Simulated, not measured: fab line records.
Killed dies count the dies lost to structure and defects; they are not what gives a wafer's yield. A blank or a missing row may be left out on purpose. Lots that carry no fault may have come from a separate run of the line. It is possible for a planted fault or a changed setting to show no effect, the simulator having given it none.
Which tool did it? | flow sky130 | Sampling: 13 lots, 39 wafers, 2 of 708 route steps

## WHAT EACH GAUGE READ, for each wafer
The record holds no reading of a measuring or inspecting step that can be judged against a usual standard deviation.

## WHICH TOOL RAN EACH LOT (tool, then ch and the chambers of the sampled wafers, then the start)
lot  | SKY_SONOS_ONO_STRIP_17               | SKY_PAD_OPEN_PROBE_99
L338 | plasma-asher-03 ch 0,1, day 12 08:04 | -
L339 | plasma-asher-04 ch 0,1, day 12 12:20 | -
L341 | plasma-asher-02 ch 0,1, day 13 04:35 | -
L342 | plasma-asher-04 ch 0,1, day 13 14:59 | -
L343 | plasma-asher-03 ch 1, day 13 21:20   | -
L344 | plasma-asher-04 ch 0,1, day 14 04:06 | -
L345 | plasma-asher-02 ch 1, day 14 13:56   | prober-01, day 47 08:10
L348 | plasma-asher-03 ch 0,1, day 15 13:56 | -
L355 | plasma-asher-04 ch 0,1, day 17 21:23 | -
L357 | plasma-asher-04 ch 0,1, day 18 09:00 | prober-01, day 50 06:36
L359 | plasma-asher-02 ch 1, day 19 08:53   | -
L360 | plasma-asher-04 ch 0,1, day 19 16:17 | -
L361 | plasma-asher-04 ch 0,1, day 20 00:14 | -
- SKY_SONOS_ONO_STRIP_17: strips in O2/N2.
- SKY_PAD_OPEN_PROBE_99

## AS READ BY THE TOOLS THEMSELVES (means over the sampled wafers that have a number; for cases with no such wafer, the mark the record gives instead)
SKY_SONOS_ONO_STRIP_17.
lot  | tool            | drypump-motor-current-A (A) | oes-product-au (a.u.) | strip-time-to-endpoint-s (s)
L338 | plasma-asher-03 | 5.7                         | 0.714                 | 14.12
L339 | plasma-asher-04 | 5.8                         | 0.712                 | 14.08
L341 | plasma-asher-02 | 5.7                         | 0.714                 | 14.08
L342 | plasma-asher-04 | 5.5                         | 0.711                 | 14.08
L343 | plasma-asher-03 | 5.7                         | 0.712                 | 14.16
L344 | plasma-asher-04 | 5.8                         | 0.713                 | 14.09
L345 | plasma-asher-02 | 5.4                         | 0.921                 | -
L348 | plasma-asher-03 | 5.8                         | 0.711                 | 14.15
L355 | plasma-asher-04 | 5.5                         | 0.715                 | 14.15
L357 | plasma-asher-04 | 5.8                         | 0.711                 | 14.19
L359 | plasma-asher-02 | 5.4                         | 0.706                 | 14.13
L360 | plasma-asher-04 | 5.8                         | 0.714                 | 14.11
L361 | plasma-asher-04 | 5.5                         | 0.712                 | 14.12

SKY_PAD_OPEN_PROBE_99.
lot  | tool      | killed_at_M0_to_M3 | killed_at_M4_up | killed-at-contacts | killed-at-front-end | killed-at-other | killed-dies | killed-on-rim | killed-open | killed-short
L345 | prober-01 | 45                 | 2.3             | 28                 | 417                 | 0.0             | 492         | 96            | 50          | 44
L357 | prober-01 | 37                 | 3.0             | 27                 | 15                  | 0.7             | 83          | 14            | 41          | 41

## THE ANSWER, worked out from the rows above alone
Rule: what is usual is taken from the lots themselves. The widest of any qualifying gaps counts: lots, ordered by their means at a reading, are off when they make up no more than a third of the lots, leave a main group of 4 or more, and stand apart from it by 3 or more times the standard deviation of that group's means. The tables above print the reading to a certain number of digits; a main group whose means all agree to those digits is not used. A lot without any number at a reading at which 4 lots or more have one is off too. All remaining lots with rows at the step are treated as sound. First the gauges in route order, then the tools' own readings, where a lot's mean is used as printed above. At the first step where some lot is off, the reading lying furthest off is the one used; lots without a number count as furthest.
Off: L345, at SKY_SONOS_ONO_STRIP_17 (strip-time-to-endpoint-s). Without a number there: L345. The main group has a mean of 14.12 s with a standard deviation of 0.034.
If a tool, at that step or one of the process steps before it, ran each lot that is off and ran no sound lot following the first of them, it fits. Not one of the candidates tried fits.

## WHAT HAD BEEN PUT IN BY THE SIMULATOR
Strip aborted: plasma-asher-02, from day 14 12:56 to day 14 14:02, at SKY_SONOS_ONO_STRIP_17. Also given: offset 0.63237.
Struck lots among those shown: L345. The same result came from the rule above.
